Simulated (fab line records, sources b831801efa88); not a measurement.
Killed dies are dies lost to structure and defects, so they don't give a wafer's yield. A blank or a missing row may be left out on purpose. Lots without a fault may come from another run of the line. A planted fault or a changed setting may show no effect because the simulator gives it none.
Which tool did it? | flow sky130 | 11 lots, 33 wafers sampled, at 2 steps of a route of 708

WHAT THE GAUGES READ, wafer by wafer
SKY_VIA3_CD_MEAS_12: target cd 200 nm.
lot  | measured     | on        | cd_nm (nm)
L396 | day 40 14:43 | cd_sem-02 | 200.4 201.7 202.8
L399 | day 41 11:42 | cd_sem-01 | 199.9 198.4 199.0
L400 | day 41 17:22 | cd_sem-01 | 200.4 199.3 200.3
L401 | day 42 03:52 | cd_sem-02 | 200.1 200.8 200.8
L402 | day 42 17:13 | cd_sem-02 | 199.8 200.7 199.1
L404 | day 43 13:12 | cd_sem-02 | 202.5 201.8 201.8
L405 | day 43 16:16 | cd_sem-02 | 198.7 198.9 197.4
L411 | day 44 20:00 | cd_sem-01 | 201.3 201.9 200.7
L412 | day 45 01:30 | cd_sem-02 | 200.4 199.4 200.3
L416 | day 46 03:39 | cd_sem-02 | 198.4 197.2 197.6
L418 | day 46 10:36 | cd_sem-01 | 199.9 200.0 199.9

WHICH TOOL RAN EACH LOT (tool, then ch and the chambers of the sampled wafers, then the start)
lot  | SKY_METAL3_DESCUM_15
L396 | rie_metal-02 ch 0,1, day 39 11:42
L399 | rie_metal-01 ch 0, day 40 10:03
L400 | rie_metal-04 ch 0,1, day 40 16:11
L401 | rie_metal-04 ch 0,1, day 41 01:52
L402 | rie_metal-01 ch 0,1, day 41 15:54
L404 | rie_metal-04 ch 0,1, day 42 11:48
L405 | rie_metal-02 ch 0,1, day 42 15:15
L411 | rie_metal-02 ch 0,1, day 43 19:41
L412 | rie_metal-01 ch 0,1, day 44 01:26
L416 | rie_metal-02 ch 0,1, day 45 03:59
L418 | rie_metal-02 ch 1, day 45 10:53
- SKY_METAL3_DESCUM_15: chemistry O2, time 8 s.

WHAT THE TOOLS THEMSELVES READ (means of the sampled wafers that have a number; where no wafer has one, the mark that the record gives instead)
SKY_METAL3_DESCUM_15.
lot  | tool         | chamber_pressure_mTorr (mTorr) | drypump_motor_current_A (A) | oes_product_au (a.u.)
L396 | rie_metal-02 | 10.005                         | 6.1                         | 1.001
L399 | rie_metal-01 | 9.997                          | 5.6                         | 0.993
L400 | rie_metal-04 | 10.008                         | 5.7                         | 0.994
L401 | rie_metal-04 | 9.995                          | 5.8                         | 0.991
L402 | rie_metal-01 | 9.993                          | 5.5                         | 0.994
L404 | rie_metal-04 | 10.001                         | 5.7                         | 0.988
L405 | rie_metal-02 | 9.991                          | 6.1                         | 1.004
L411 | rie_metal-02 | 10.003                         | 6.1                         | 1.006
L412 | rie_metal-01 | 9.999                          | 5.3                         | 0.994
L416 | rie_metal-02 | 9.998                          | 6.2                         | 0.996
L418 | rie_metal-02 | 10.005                         | 6.3                         | 1.003

THE ANSWER, worked out from the rows above alone
Rule: what is usual is taken from the lots themselves. Put in order of their means at a reading, lots are off if they are a third of the lots or fewer, leave a main group of 4 or more, and stand apart from it by a gap of 3 or more times the standard deviation of the main group's means; of several such gaps the widest counts. A main group whose means are all the same, to the digits that the tables above print for the reading, isn't used. A lot without any number at a reading at which 4 lots or more have one is off too. The other lots that the step has rows for count as sound. The gauges are gone through in route order, then the tools' own readings, and for those a lot's mean is taken as printed above. The first step at which some lot is off is used, and at that step the reading that is off furthest; a lot without a number counts as furthest.
No lot is off at any reading shown: from this, nothing can be told.

WHAT THE SIMULATOR HAD PUT IN
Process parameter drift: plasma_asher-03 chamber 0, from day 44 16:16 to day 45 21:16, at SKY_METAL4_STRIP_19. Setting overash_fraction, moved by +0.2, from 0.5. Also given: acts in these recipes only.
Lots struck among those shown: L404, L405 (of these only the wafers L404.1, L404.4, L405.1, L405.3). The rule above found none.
